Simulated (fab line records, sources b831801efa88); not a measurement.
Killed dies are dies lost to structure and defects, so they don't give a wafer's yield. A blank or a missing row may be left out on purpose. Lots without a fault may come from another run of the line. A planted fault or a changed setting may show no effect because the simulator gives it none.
Chamber matching | flow sky130 | SKY_FIELD_ISO_CVD_24 on hdpcvd-01: 3 sister chambers
The step deposits SiO2, target thk 595 nm, time 99.2 s. 18 wafers are shown with their chamber, then 9 later ones without.

WAFERS WITH THEIR CHAMBER
wafer  | chamber | susceptor_temp_C (C) | pressure_mtorr (mTorr)
L899.3 | 2       | 650.38               | 5.984
L899.4 | 0       | 650.41               | 5.994
L899.5 | 1       | 650.33               | 6.003
L901.4 | 1       | 649.41               | 5.973
L901.5 | 2       | 649.60               | 6.009
L901.6 | 0       | 649.51               | 5.991
L902.1 | 2       | 650.10               | 5.990
L902.2 | 1       | 649.33               | 6.002
L902.6 | 1       | 649.38               | 5.979
L903.2 | 2       | 649.93               | 5.998
L903.3 | 0       | 649.67               | 6.001
L903.4 | 1       | 649.79               | 6.024
L905.2 | 2       | 649.67               | 5.987
L905.5 | 2       | 649.73               | 5.997
L905.6 | 1       | 649.76               | 5.997
L906.1 | 0       | 649.53               | 5.998
L906.4 | 2       | 650.21               | 5.987
L906.6 | 1       | 650.15               | 5.975

SIGNATURES (means of the wafers above)
reading          | chamber 0 | chamber 1 | chamber 2 | scatter within a chamber
susceptor_temp_C | 649.7800  | 649.7357  | 649.9457  | 0.365
pressure_mtorr   | 5.99600   | 5.99329   | 5.99314   | 0.0132
Rule: a wafer's distance from a chamber is the root of the sum, over the readings, of the square of ((its reading less the chamber's mean) divided by the reading's scatter). The wafer belongs to the nearest chamber; if the next one is less than 2 further off, it can't be placed. The scatter: the root of (the sum of the squares of (reading less its chamber's mean) over the shown wafers, divided by (wafers less chambers)).

WAFERS WITHOUT THEIR CHAMBER
wafer  | susceptor_temp_C (C) | pressure_mtorr (mTorr)
L907.1 | 649.95               | 6.002
L907.5 | 649.33               | 5.991
L907.6 | 650.32               | 6.015
L908.2 | 649.89               | 5.991
L908.3 | 650.25               | 6.026
L908.5 | 650.00               | 6.003
L915.3 | 650.05               | 6.000
L917.1 | 650.20               | 5.992
L917.5 | 649.78               | 5.993

WHICH CHAMBER EACH WENT THROUGH
wafer  | from the rows above          | in truth
L907.1 | can't be placed: 0 or 2 or 1 | 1
L907.5 | can't be placed: 1 or 0 or 2 | 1
L907.6 | can't be placed: 2 or 0 or 1 | 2
L908.2 | can't be placed: 2 or 1 or 0 | 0
L908.3 | can't be placed: 0 or 2 or 1 | 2
L908.5 | can't be placed: 2 or 0 or 1 | 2
L915.3 | can't be placed: 2 or 0 or 1 | 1
L917.1 | can't be placed: 2 or 0 or 1 | 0
L917.5 | can't be placed: 1 or 0 or 2 | 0
Placed correctly: 0 of 9. Can't be placed from these rows: 9 (the true chamber is among the candidates in 9). Placed wrongly: 0.
